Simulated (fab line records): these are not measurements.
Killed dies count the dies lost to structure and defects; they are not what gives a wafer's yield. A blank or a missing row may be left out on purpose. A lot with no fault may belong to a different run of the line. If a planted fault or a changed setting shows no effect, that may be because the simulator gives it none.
A single fault, viewed from 2 desks	flow gf180mcu	only its own numbers are on each desk; what lay behind them is given at the end

== METROLOGY DESK ==
What the gauges read for every lot (on any tool): the sampled wafers with a number, averaged. The brackets show how far a lot's mean lies from the usual mean; more than 4 standard deviations puts the lot out of limits, marked OUT.
Columns: A = LVPWELL_RS at GF_VT_IMPLANT_RS_MEAS_48, usual 1196 ohm/sq; B = MVPSD_RS at GF_VT_IMPLANT_RS_MEAS_49, usual 1168 ohm/sq; C = cd-nm at GF_HV_LDD_CD_MEAS_31, usual 400.0 nm; D = HV_LDD_RS at GF_HV_LDD_RS_MEAS_53, usual 419.4 ohm/sq; E = PSD_OVL at GF_PSD_OVL_MEAS_08, usual -1.1 nm
lot	first seen here	A	B	C	D	E
L453	day 7 15:34	1200	1170	400.4	419.4	-0.7
L455	day 8 10:31	1199	1166	400.4	419.8	-0.3
L457	day 9 05:03	1196	1168	401.1	418.9	-1.0
L458	day 9 16:17	1198	1168	400.3	419.6	-1.6
L460	day 9 18:26	1199	1168	397.4	419.2	0.4
L459	day 9 19:57	1171 (-7.7) OUT	1171	402.5	419.5	1.4
L461	day 10 03:00	1171 (-7.7) OUT	1166	402.4	417.6	-0.3
L463	day 10 14:24	1190	1169	400.9	420.6	-3.0
L472	day 13 03:10	1196	1171	400.6	418.9	-2.3
L473	day 13 06:05	1195	1169	398.2	418.8	-0.5
L474	day 13 15:06	1199	1163	400.4	418.7	-0.2
L475	day 14 00:09	1193	1165	403.2	420.2	-2.1
L476	day 14 02:41	1200	1170	399.5	420.2	0.8
This desk reports L459, L461 out of limits; the earliest was L459 at day 9 19:57 (LVPWELL_RS at GF_VT_IMPLANT_RS_MEAS_48). In limits: L453, L455, L457, L458, L460, L463, L472, L473, L474, L475, L476.

== FOR THE TOOL OWNER'S DESK: implanter-03 ==
For each lot that ran on this tool, the mean over its sampled wafers that have a number, from the tool's own readings at GF_LVPWELL_IMPLANT_09. The brackets show how far a lot's mean lies from the usual mean; more than 4 standard deviations puts the lot out of limits, marked OUT.
Columns: A = dose-ions-cm2 at GF_LVPWELL_IMPLANT_09, usual 5e+12; B = faraday-current-uA at GF_LVPWELL_IMPLANT_09, usual 28.2
lot	first seen here	A	B
L453	day 3 20:52	5e+12	28.4
L457	day 5 03:04	5e+12	27.7
L458	day 5 11:35	5e+12	28.4
L459	day 5 16:19	6e+12 (+99 or more) OUT	31.8 (+6.5) OUT
L461	day 5 22:07	6e+12 (+99 or more) OUT	32.8 (+8.3) OUT
This desk's finding: out of limits on L459, L461; first on L459, day 5 16:19 (dose-ions-cm2 at GF_LVPWELL_IMPLANT_09). In limits: L453, L457, L458.

== ALL TOGETHER ==
The tool owner's desk could have raised an alarm at day 5 16:19, on L459, L461.
At day 9 19:57 the metrology desk could have sounded an alarm, on L459, L461.
Of the lots named, all ran GF_LVPWELL_IMPLANT_09 on implanter-03.

== WHAT THE SIMULATOR HAD PUT IN ==
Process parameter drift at GF_LVPWELL_IMPLANT_09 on implanter-03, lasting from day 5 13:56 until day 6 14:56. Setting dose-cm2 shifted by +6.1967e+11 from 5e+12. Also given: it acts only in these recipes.
Shown lots that were struck: L459, L461.
Time in hours from fault onset to the first out-of-limits reading at each desk: tool owner's desk 2, metrology desk 102.
